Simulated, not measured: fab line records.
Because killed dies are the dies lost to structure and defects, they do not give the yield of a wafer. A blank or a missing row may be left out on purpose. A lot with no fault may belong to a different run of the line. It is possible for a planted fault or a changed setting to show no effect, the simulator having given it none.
fab line records | flow sfq_line
record lots=10 | wafers=30 | last_day=87
route steps=325 shown R5@224
lots with no fault: from the same line, run without faults
start_h: the number of hours between the record's first day and the start of the first shown wafer of the lot | wait_h: time in hours since the lot's previous step | " identical to the entry in the row above | L1.1+2: a row that stands for several wafers | - either no value or no given start | * or withheld: withheld | < > ~ a bound
route shown NAME@n: NAME is a module with steps in the file, n the number in the route of the first one | usual: mean and standard deviation over wafers with no fault | same: alike in all rows | chamber/n: place in a boat | sites: readings site by site | _std_site: the standard deviation of these | _edge_site: mean of outer sites minus mean of inner sites | radius_mm: for every site, how far away it sits from the centre of the wafer | mask NAME#n: copy n | behind: the most recent tool/chamber to have shaped the wafer | hold: why the lot went on hold/how many hours it stayed there/how the hold came to an end | device: the n, p or np transistor that did not switch | end of line: the same wafers' tests at the end of the route | a step with no rows: only its recipe | killed: dies lost to structure and defects at the first sort, not the wafer's yield | map: a wafer's dies, x killed, . not, _ none there
set.NAME: the run value of the setting; set.NAME@STEP: its run value at that earlier step | model.NAME: the simulator's own value behind a step, which no gauge read
steps of the route over a sample of lots; a table a step, a row a wafer
services: the hour from which a tool's chamber was out of use, counted from the record's first day as start_h (under 0 if before that day), plus the number of hours and why
## steps
# step SFQ_TRILAYER_R5_BARC_OPEN_METAL_ETCH_177
# recipe mask_material=PR | chemistry=O2 | target_depth_nm=125 | target=BARC | icp_w=600 | bias_w=80 | pressure_mtorr=10 | time_s=41.7
# usual drypump_motor_current_A=5.8/0.42 | oes_product_au=0.686/0.0043 | run_length_s=70.2/0.55 | time_s=41.7/0
lot.wafer | tool         | chamber | start_h | wait_h | drypump_motor_current_A | oes_product_au | rf_hours_counter_h | run_length_s | time_s
L917.3    | rie_metal-04 | 1       | 1335.49 | 0.0    | 5.8                     | 0.680          | -                  | 70.4         | 41.7
L917.4    | "            | 0       | "       | "      | 5.1                     | 0.688          | -                  | 70.3         | 41.7
L917.6    | "            | 0       | "       | "      | 5.1                     | 0.687          | -                  | 70.6         | 41.7
L918.2    | rie_metal-01 | 1       | 1336.67 | 0.0    | 5.9                     | 0.687          | 77                 | 69.2         | 41.7
L918.3    | "            | 1       | "       | "      | 5.9                     | 0.683          | -                  | 69.3         | 41.7
L918.5    | "            | 1       | "       | "      | 5.9                     | 0.688          | -                  | 69.3         | 41.7
L919.1    | rie_metal-01 | 1       | 1342.67 | 0.0    | 5.9                     | 0.686          | 78                 | 69.2         | 41.7
L919.3    | "            | 1       | "       | "      | 5.9                     | 0.680          | -                  | 69.2         | 41.7
L919.4    | "            | 1       | "       | "      | 5.9                     | 0.684          | -                  | 69.7         | 41.7
L920.2    | rie_metal-01 | 1       | 1354.81 | 0.0    | 5.9                     | 0.681          | -                  | 69.1         | 41.7
L920.5    | "            | 1       | "       | "      | 5.9                     | 0.683          | -                  | 69.5         | 41.7
L920.6    | "            | 1       | "       | "      | 5.9                     | 0.690          | -                  | 69.2         | 41.7
L921.1    | rie_metal-03 | 1       | 1369.32 | 0.0    | 6.0                     | 0.683          | 21                 | 70.7         | 41.7
L921.2    | "            | 0       | "       | "      | 6.1                     | 0.685          | 79                 | 70.5         | 41.7
L921.4    | "            | 0       | "       | "      | 6.1                     | 0.689          | -                  | 70.6         | 41.7
L922.1    | rie_metal-04 | 1       | 1371.72 | 0.0    | 5.9                     | 0.689          | 18                 | 70.6         | 41.7
L922.3    | "            | 1       | "       | "      | 5.8                     | 0.689          | -                  | 70.3         | 41.7
L922.4    | "            | 0       | "       | "      | 5.1                     | 0.679          | -                  | 70.7         | 41.7
L923.2    | rie_metal-04 | 0       | 1378.92 | 0.0    | 5.1                     | 0.825          | 99                 | 60.8         | 29.19
L923.4    | "            | 1       | "       | "      | 5.9                     | 0.818          | -                  | 60.7         | 29.19
L923.5    | "            | 1       | "       | "      | 5.8                     | 0.812          | -                  | 60.9         | 29.19
L924.4    | rie_metal-01 | 0       | 1387.46 | 0.0    | 6.4                     | 0.819          | -                  | 60.5         | 29.19
L924.5    | "            | 1       | "       | "      | 5.9                     | 0.819          | -                  | 60.2         | 29.19
L924.6    | "            | 0       | "       | "      | 6.4                     | 0.813          | -                  | 60.9         | 29.19
L925.3    | rie_metal-03 | 0       | 1406.66 | 0.0    | 6.1                     | 0.815          | -                  | 61.4         | 29.19
L925.4    | "            | 1       | "       | "      | 6.0                     | 0.821          | -                  | 60.9         | 29.19
L925.6    | "            | 0       | "       | "      | 6.1                     | 0.816          | -                  | 60.9         | 29.19
L926.2    | rie_metal-01 | 1       | 1425.84 | 0.0    | 5.9                     | 0.818          | 92                 | 59.8         | 29.19
L926.3    | "            | 0       | "       | "      | 6.5                     | 0.819          | -                  | 60.7         | 29.19
L926.6    | "            | 0       | "       | "      | 6.5                     | 0.814          | -                  | 60.6         | 29.19
## services
tool         | chamber | start_h | hours | kind
rie_metal-01 | 0       | 1341.37 | -     | clean
rie_metal-01 | 0       | 1341.37 | -     | consumable_replace:focus_ring
rie_metal-01 | 0       | 1341.37 | 17.5  | scheduled_down
rie_metal-01 | 0       | 1341.37 | 17.5  | vent_cycle
rie_metal-04 | -       | 1353.39 | 2.8   | pm
rie_metal-03 | -       | 1412.31 | 1.1   | repair
## key
first_sign step=SFQ_TRILAYER_R5_BARC_OPEN_METAL_ETCH_177 | reading=time_s | direction=down | sigmas=99+ | usual=* | struck=*
effect step=SFQ_TRILAYER_R5_BARC_OPEN_METAL_ETCH_177 | reading=oes_product_au | direction=up | sigmas=31 | usual=0.686 | struck=0.818
met_at SFQ_TRILAYER_R5_BARC_OPEN_METAL_ETCH_177
struck_lots L923,L924,L925,L926
onset_between 1371.72 1378.92
fault kind=recipe_version_skew | tool=rie_metal-01,rie_metal-03,rie_metal-04 | chamber=- | onset_h=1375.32 | steps=SFQ_TRILAYER_R5_BARC_OPEN_METAL_ETCH_177 | wrong_recipe.time_s=*
